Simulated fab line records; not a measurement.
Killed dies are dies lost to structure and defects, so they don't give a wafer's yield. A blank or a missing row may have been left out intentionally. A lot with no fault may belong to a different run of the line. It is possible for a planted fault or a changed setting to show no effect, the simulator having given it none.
fab line records	flow sky130
record lots=13	wafers=39	lastDay=50
route steps=708 shown NWELL@82 VT_ADJUST_LVTN@115 VT_ADJUST_NCORE@126 PAD_OPEN@708
lots that met no fault: taken from a fault-free run of the same line
startH: start of the lot's first displayed wafer, in hours after the record's first day	waitH: hours elapsed since this lot's preceding step	" as in the row above	L1.1+2: a row that stands for several wafers	- no value present, or no start provided	* or withheld: withheld	< > ~ a bound
route shown NAME@n: names a module that has steps shown in the file, with the first one's number in the route	usual: mean/standard deviation of fault-free wafers	same: alike in all rows	chamber/n: place in a boat	sites: the reading at each site	_std_site: standard deviation across them	_edge_site: the outer-site mean with the inner-site mean subtracted	radiusMm: for every site, how far away it sits from the centre of the wafer	mask NAME#n: copy n	behind: the last tool/chamber to shape the wafer	hold: why the lot went on hold/how many hours it stayed there/how the hold came to an end	device: which transistor (n, p or np) failed to switch	end of line: tests of these same wafers at the route's end	where a step has no rows: the recipe by itself	killed: at the first sort, the dies lost to defects and structure; wafer yield is something else	map: dies across one wafer; x = killed, . = not, _ = none there
set.NAME: the run value of the setting; set.NAME@STEP: its run value at that earlier step	model.NAME: the simulator's own value behind a step, which no gauge read
steps of the route over a sample of lots; a table a step, a row a wafer
services: when a tool's chamber went out of use (startH, in hours from the record's first day, below 0 if earlier), for how many hours, and the reason
## steps
# step SKY_NWELL_RS_MEAS_29
# recipe thkMeasGauge=four-point-probe
# usual NWELL_RS=624.8/1.6
lot.wafer	tool	chamber	startH	waitH	NWELL_RS[ohm/sq]
L896.1	filmMetro-03	-	112.64	0.1	626.2
L896.4	"	-	"	"	625.6
L896.6	"	-	"	"	626.9
L897.4	filmMetro-04	-	119.02	0.1	624.3
L897.5	"	-	"	"	624.1
L897.6	"	-	"	"	625.8
L898.1	filmMetro-03	-	121.65	0.1	623.8
L898.5	"	-	"	"	624.2
L898.6	"	-	"	"	624.5
L901.2	filmMetro-01	-	140.43	0.1	628.1
L901.3	"	-	"	"	628.2
L901.6	"	-	"	"	628.4
L902.1	filmMetro-03	-	147.06	0.1	624.7
L902.2	"	-	"	"	624.5
L902.3	"	-	"	"	623.7
L903.2	filmMetro-01	-	154.02	0.1	624.5
L903.3	"	-	"	"	623.4
L903.5	"	-	"	"	626.3
L904.1	filmMetro-01	-	159.55	0.1	626.0
L904.3	"	-	"	"	626.0
L904.5	"	-	"	"	624.9
L906.3	filmMetro-01	-	166.67	0.1	623.9
L906.4	"	-	"	"	624.1
L906.6	"	-	"	"	624.8
L907.1	filmMetro-01	-	180.88	0.1	626.8
L907.4	"	-	"	"	627.3
L907.6	"	-	"	"	628.3
L911.2	filmMetro-01	-	204.87	0.1	625.6
L911.3	"	-	"	"	625.5
L911.5	"	-	"	"	624.3
L912.2	filmMetro-04	-	207.85	0.1	625.7
L912.3	"	-	"	"	625.4
L912.6	"	-	"	"	626.1
L913.4	filmMetro-03	-	216.46	0.1	624.2
L913.5	"	-	"	"	623.1
L913.6	"	-	"	"	625.2
L917.2	filmMetro-03	-	241.68	0.1	623.8
L917.5	"	-	"	"	624.7
L917.6	"	-	"	"	621.8
# step SKY_VT_ADJUST_LVTN_OVL_MEAS_18
# usual VT_ADJUST_LVTN_01_OVL=0.3/1.3
lot.wafer	tool	chamber	startH	waitH	VT_ADJUST_LVTN_01_OVL[nm]
L896.1	overlay-02	-	170.78	0.1	0.6
L896.4	"	-	"	"	-1.4
L896.6	"	-	"	"	-1.0
L897.4	overlay-02	-	178.45	0.1	-0.8
L897.5	"	-	"	"	-0.5
L897.6	"	-	"	"	0.8
L898.1	overlay-01	-	180.01	0.1	0.5
L898.5	"	-	"	"	-0.4
L898.6	"	-	"	"	-0.4
L901.2	overlay-01	-	202.16	0.1	-0.6
L901.3	"	-	"	"	1.6
L901.6	"	-	"	"	1.7
L902.1	overlay-01	-	210.01	0.1	1.6
L902.2	"	-	"	"	-0.2
L902.3	"	-	"	"	0.8
L903.2	overlay-02	-	217.64	0.1	-0.4
L903.3	"	-	"	"	-0.3
L903.5	"	-	"	"	-1.6
L904.1	overlay-01	-	224.61	0.1	0.7
L904.3	"	-	"	"	-0.5
L904.5	"	-	"	"	-0.2
L906.3	overlay-02	-	230.67	0.1	-0.3
L906.4	"	-	"	"	0.0
L906.6	"	-	"	"	0.3
L907.1	overlay-01	-	247.88	0.1	2.3
L907.4	"	-	"	"	0.5
L907.6	"	-	"	"	1.3
L911.2	overlay-01	-	274.24	0.1	3.4
L911.3	"	-	"	"	2.3
L911.5	"	-	"	"	1.6
L912.2	overlay-01	-	276.64	0.1	0.0
L912.3	"	-	"	"	0.8
L912.6	"	-	"	"	2.1
L913.4	overlay-02	-	288.38	0.1	2.7
L913.5	"	-	"	"	1.2
L913.6	"	-	"	"	2.9
L917.2	overlay-01	-	316.04	0.1	0.9
L917.5	"	-	"	"	0.3
L917.6	"	-	"	"	0.2
# step SKY_VT_ADJUST_LVTN_IMPLANT_19
# recipe species=B	energyKev=30	doseCm2=6.5e+11	tiltDeg=withheld
# usual beamEnergyKeV=30.001/0.0094	doseIonsCm2=6.5e+11/6.3e+08	faradayCurrentUA=3.66/0.075
lot.wafer	tool	chamber	startH	waitH	beamEnergyKeV	doseIonsCm2	faradayCurrentUA
L896.1	implanter-01	0	170.82	0.0	30.018	6.501e+11	3.62
L896.4	"	0	"	"	30.013	6.496e+11	3.68
L896.6	"	0	"	"	30.005	6.496e+11	3.63
L897.4	implanter-01	0	178.55	0.1	30.002	6.497e+11	3.74
L897.5	"	0	"	"	29.997	6.503e+11	3.75
L897.6	"	0	"	"	29.991	6.501e+11	3.76
L898.1	implanter-04	0	180.04	0.0	30.017	6.508e+11	3.73
L898.5	"	0	"	"	30.018	6.503e+11	3.60
L898.6	"	0	"	"	30.008	6.501e+11	3.52
L901.2	implanter-01	0	202.22	0.0	29.999	6.496e+11	3.59
L901.3	"	0	"	"	30.009	6.5e+11	3.69
L901.6	"	0	"	"	30.005	6.493e+11	3.60
L902.1	implanter-02	0	210.04	0.0	29.997	6.504e+11	3.61
L902.2	"	0	"	"	29.994	6.501e+11	3.64
L902.3	"	0	"	"	29.989	6.497e+11	3.78
L903.2	implanter-02	0	217.70	0.0	29.987	6.504e+11	3.70
L903.3	"	0	"	"	29.997	6.514e+11	3.73
L903.5	"	0	"	"	29.994	6.507e+11	3.55
L904.1	implanter-04	0	224.64	0.0	30.010	6.497e+11	3.61
L904.3	"	0	"	"	29.995	6.503e+11	3.66
L904.5	"	0	"	"	30.010	6.503e+11	3.65
L906.3	implanter-01	0	230.74	0.1	29.991	6.504e+11	3.77
L906.4	"	0	"	"	29.997	6.498e+11	3.62
L906.6	"	0	"	"	29.985	6.486e+11	3.67
L907.1	implanter-02	0	247.92	0.0	29.985	6.499e+11	3.73
L907.4	"	0	"	"	29.996	6.496e+11	3.66
L907.6	"	0	"	"	30.003	6.505e+11	3.64
L911.2	implanter-02	0	274.30	0.0	30.018	6.508e+11	3.71
L911.3	"	0	"	"	30.008	6.5e+11	3.68
L911.5	"	0	"	"	30.004	6.503e+11	3.72
L912.2	implanter-01	0	276.70	0.0	29.989	3.983e+11	2.20
L912.3	"	0	"	"	29.980	3.977e+11	2.24
L912.6	"	0	"	"	30.008	3.989e+11	2.22
L913.4	implanter-01	0	288.47	0.1	30.008	3.992e+11	2.26
L913.5	"	0	"	"	30.010	3.986e+11	2.21
L913.6	"	0	"	"	29.996	3.987e+11	2.22
L917.2	implanter-02	0	316.09	0.0	30.007	6.504e+11	3.63
L917.5	"	0	"	"	30.024	6.505e+11	3.70
L917.6	"	0	"	"	30.003	6.504e+11	3.62
# step SKY_VT_ADJUST_LVTN_TW_MEAS_21
# usual VT_ADJUST_LVTN_2_TW=187.5/1.1
lot.wafer	tool	chamber	startH	waitH	hold	VT_ADJUST_LVTN_2_TW
L896.1	filmMetro-04	-	171.07	0.1	-	186.3
L896.4	"	-	"	"	-	187.9
L896.6	"	-	"	"	-	187.2
L897.4	filmMetro-01	-	178.75	0.1	-	187.1
L897.5	"	-	"	"	-	187.3
L897.6	"	-	"	"	-	187.0
L898.1	filmMetro-02	-	180.29	0.1	-	187.2
L898.5	"	-	"	"	-	187.4
L898.6	"	-	"	"	-	186.9
L901.2	filmMetro-04	-	202.45	0.1	-	187.4
L901.3	"	-	"	"	-	187.3
L901.6	"	-	"	"	-	187.9
L902.1	filmMetro-01	-	210.29	0.1	-	186.2
L902.2	"	-	"	"	-	186.8
L902.3	"	-	"	"	-	186.0
L903.2	filmMetro-04	-	217.93	0.1	-	187.8
L903.3	"	-	"	"	-	186.9
L903.5	"	-	"	"	-	188.0
L904.1	filmMetro-02	-	224.89	0.1	-	188.9
L904.3	"	-	"	"	-	188.7
L904.5	"	-	"	"	-	188.8
L906.3	filmMetro-02	-	230.96	0.1	-	188.9
L906.4	"	-	"	"	-	189.4
L906.6	"	-	"	"	-	189.1
L907.1	filmMetro-02	-	248.17	0.1	-	187.1
L907.4	"	-	"	"	-	189.6
L907.6	"	-	"	"	-	187.5
L911.2	filmMetro-01	-	274.53	0.1	-	187.1
L911.3	"	-	"	"	-	186.4
L911.5	"	-	"	"	-	186.8
L912.2	filmMetro-02	-	276.93	0.1	awaitDispo/0.2h/release	164.7
L912.3	"	-	"	"	awaitDispo/0.2h/release	165.6
L912.6	"	-	"	"	awaitDispo/0.2h/release	165.5
L912.2	filmMetro-02	-	277.16	0.2	-	166.1
L912.3	"	-	"	"	-	164.8
L912.6	"	-	"	"	-	165.5
L913.4	filmMetro-04	-	288.67	0.1	awaitDispo/0.2h/release	163.5
L913.5	"	-	"	"	awaitDispo/0.2h/release	162.9
L913.6	"	-	"	"	awaitDispo/0.2h/release	162.1
L913.4	filmMetro-04	-	288.90	0.2	-	163.5
L913.5	"	-	"	"	-	162.7
L913.6	"	-	"	"	-	163.8
L917.2	filmMetro-02	-	316.33	0.1	-	187.5
L917.5	"	-	"	"	-	186.5
L917.6	"	-	"	"	-	187.2
# step SKY_VT_ADJUST_NCORE_CD_MEAS_07
# recipe targetCdNm=380
# usual cdNm=379.7/2.5
lot.wafer	tool	chamber	startH	waitH	cdNm
L896.1	cdSem-02	-	192.01	0.1	375.6
L896.4	"	-	"	"	377.7
L896.6	"	-	"	"	377.4
L897.4	cdSem-01	-	198.82	0.1	375.7
L897.5	"	-	"	"	377.8
L897.6	"	-	"	"	376.2
L898.1	cdSem-01	-	201.86	0.1	382.2
L898.5	"	-	"	"	381.2
L898.6	"	-	"	"	381.2
L901.2	cdSem-01	-	224.33	0.1	380.2
L901.3	"	-	"	"	376.6
L901.6	"	-	"	"	380.2
L902.1	cdSem-02	-	233.06	0.1	378.4
L902.2	"	-	"	"	376.6
L902.3	"	-	"	"	379.7
L903.2	cdSem-02	-	240.28	0.1	379.5
L903.3	"	-	"	"	377.8
L903.5	"	-	"	"	377.3
L904.1	cdSem-02	-	247.86	0.1	378.8
L904.3	"	-	"	"	379.6
L904.5	"	-	"	"	380.6
L906.3	cdSem-01	-	253.70	0.1	378.7
L906.4	"	-	"	"	377.0
L906.6	"	-	"	"	377.7
L907.1	cdSem-01	-	271.71	0.1	381.9
L907.4	"	-	"	"	379.9
L907.6	"	-	"	"	378.5
L911.2	cdSem-02	-	299.38	0.1	378.2
L911.3	"	-	"	"	380.6
L911.5	"	-	"	"	377.4
L912.2	cdSem-02	-	302.48	0.1	381.1
L912.3	"	-	"	"	382.1
L912.6	"	-	"	"	383.2
L913.4	cdSem-02	-	314.37	0.1	382.8
L913.5	"	-	"	"	381.8
L913.6	"	-	"	"	383.3
L917.2	cdSem-01	-	342.23	0.1	383.7
L917.5	"	-	"	"	384.6
L917.6	"	-	"	"	384.2
# step SKY_PAD_OPEN_PROBE_99
# usual killed_at_M0_to_M3=44/7.2	killed_at_M4_up=2.9/1.8	killedAtContacts=24/5.6	killedAtFrontEnd=15/4.2	killedAtOther=0.4/0.71	killedDies=86/9.2	killedOpen=47/7.2	killedShort=39/5.7
# same grossDies=492	killedAtBackSide=0
lot.wafer	tool	chamber	startH	waitH	killed_at_M0_to_M3	killed_at_M4_up	killedAtContacts	killedAtFrontEnd	killedAtOther	killedDies	killedOpen	killedShort
L902.1	prober-01	-	1124.97	0.1	49	2	18	11	3	83	44	38
L902.2	prober-01	-	1125.02	0.1	47	1	21	15	1	85	43	42
L902.3	prober-01	-	1125.07	0.2	46	6	31	12	0	95	53	42
L907.1	prober-02	-	1155.22	0.1	39	2	20	26	0	87	39	44
L907.4	prober-02	-	1155.37	0.2	30	4	29	23	0	86	43	42
L907.6	prober-02	-	1155.47	0.2	42	6	25	16	1	90	45	44
L917.2	prober-01	-	1200.23	0.1	26	7	32	19	0	84	49	33
L917.5	prober-01	-	1200.38	0.2	44	3	29	10	0	86	46	40
L917.6	prober-01	-	1200.43	0.2	37	6	25	15	1	84	49	32
# killed by level:class
L902.1 VIA1:geometricParticle:open=12 VIA2:geometricParticle:open=10 LOCAL_INTERCONNECT:geometricParticle:short=6 METAL1:geometricParticle:short=6 CONTACT:geometricParticle:open=5 VIA2:geometricParticle:short=5 METAL3:geometricParticle:short=4 POLY_GATE:geometricParticle:short=3
L902.2 VIA1:geometricParticle:open=9 LI_CONTACT:geometricParticle:open=6 METAL1:geometricParticle:short=6 VIA2:geometricParticle:open=6 LI_CONTACT:geometricParticle:short=5 CONTACT:geometricParticle:open=5 SPACER:geometricParticle:short=4 VIA1:geometricParticle:short=4
L902.3 LI_CONTACT:geometricParticle:open=13 VIA2:geometricParticle:open=11 VIA1:geometricParticle:open=10 METAL2:geometricParticle:short=8 CONTACT:geometricParticle:open=7 LOCAL_INTERCONNECT:geometricParticle:short=5 METAL1:geometricParticle:short=5 VIA3:geometricParticle:open=4
L907.1 VIA1:geometricParticle:open=9 POLY_GATE:geometricParticle:short=7 CONTACT:geometricParticle:short=6 VIA3:geometricParticle:open=6 VIA3:geometricParticle:short=5 POLY_GATE:geometricParticle:open=4 LI_CONTACT:geometricParticle:open=4 METAL1:geometricParticle:short=4
L907.4 CONTACT:geometricParticle:open=8 VIA1:geometricParticle:open=8 FIELD_ISO:geometricParticle:open=6 LI_CONTACT:geometricParticle:open=6 LOCAL_INTERCONNECT:geometricParticle:short=6 VIA2:geometricParticle:open=6 FIELD_ISO:geometricParticle:short=5 POLY_GATE:geometricParticle:short=5
L907.6 CONTACT:geometricParticle:open=13 VIA1:geometricParticle:open=10 METAL1:geometricParticle:short=9 VIA2:geometricParticle:open=8 LOCAL_INTERCONNECT:geometricParticle:short=7 VIA3:geometricParticle:open=6 METAL4:geometricParticle:short=6 FIELD_ISO:geometricParticle:short=4
L917.2 CONTACT:geometricParticle:open=12 FIELD_ISO:geometricParticle:open=10 VIA1:geometricParticle:open=8 LOCAL_INTERCONNECT:geometricParticle:short=8 CONTACT:geometricParticle:short=6 FIELD_ISO:geometricParticle:short=5 VIA3:geometricParticle:open=5 LI_CONTACT:geometricParticle:open=4
L917.5 VIA1:geometricParticle:open=11 CONTACT:geometricParticle:open=10 LI_CONTACT:geometricParticle:open=8 METAL2:geometricParticle:short=6 VIA3:geometricParticle:open=6 CONTACT:geometricParticle:short=5 METAL1:geometricParticle:short=4 VIA2:geometricParticle:short=4
L917.6 CONTACT:geometricParticle:open=10 VIA1:geometricParticle:open=10 VIA2:geometricParticle:open=8 FIELD_ISO:geometricParticle:open=6 VIA1:geometricParticle:short=5 LOCAL_INTERCONNECT:geometricParticle:short=4 CONTACT:geometricParticle:short=4 POLY_GATE:geometricParticle:short=3
## services
tool	chamber	startH	hours	kind
implanter-02	-	188.76	2.9	repair
implanter-04	-	202.04	4.4	pm
## key
firstSign step=SKY_VT_ADJUST_LVTN_IMPLANT_19	reading=doseIonsCm2	direction=down	sigmas=99+	usual=*	struck=*
effect step=SKY_VT_ADJUST_LVTN_IMPLANT_19	reading=faradayCurrentUA	direction=down	sigmas=19	usual=3.66	struck=2.22
effect step=SKY_VT_ADJUST_LVTN_TW_MEAS_21	reading=visit	direction=added
effect step=SKY_VT_ADJUST_LVTN_TW_MEAS_21	reading=VT_ADJUST_LVTN_2_TW	direction=down	sigmas=22	usual=187.5	struck=164.1
metAt SKY_VT_ADJUST_LVTN_IMPLANT_19
struckLots L912,L913
testerLeftOut L912,L913
notActingAt SKY_NWELL_RS_MEAS_29,SKY_VT_ADJUST_LVTN_OVL_MEAS_18,SKY_VT_ADJUST_NCORE_CD_MEAS_07
onsetBetween 230.74 276.70
fault kind=processParameterDrift	tool=implanter-01	chamber=-	onsetH=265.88	steps=SKY_VT_ADJUST_LVTN_IMPLANT_19	channel=doseCm2	offset=*	shape=step	endH=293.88	actsIn=*	stated=*
# testerLeftOut: of these lots the tester's yield and bins aren't shown, on N5 and GAA mostly nor the transistor test; their killed dies are dies lost to structure and defects alone, not to doping, threshold or leakage, so they don't give the yield
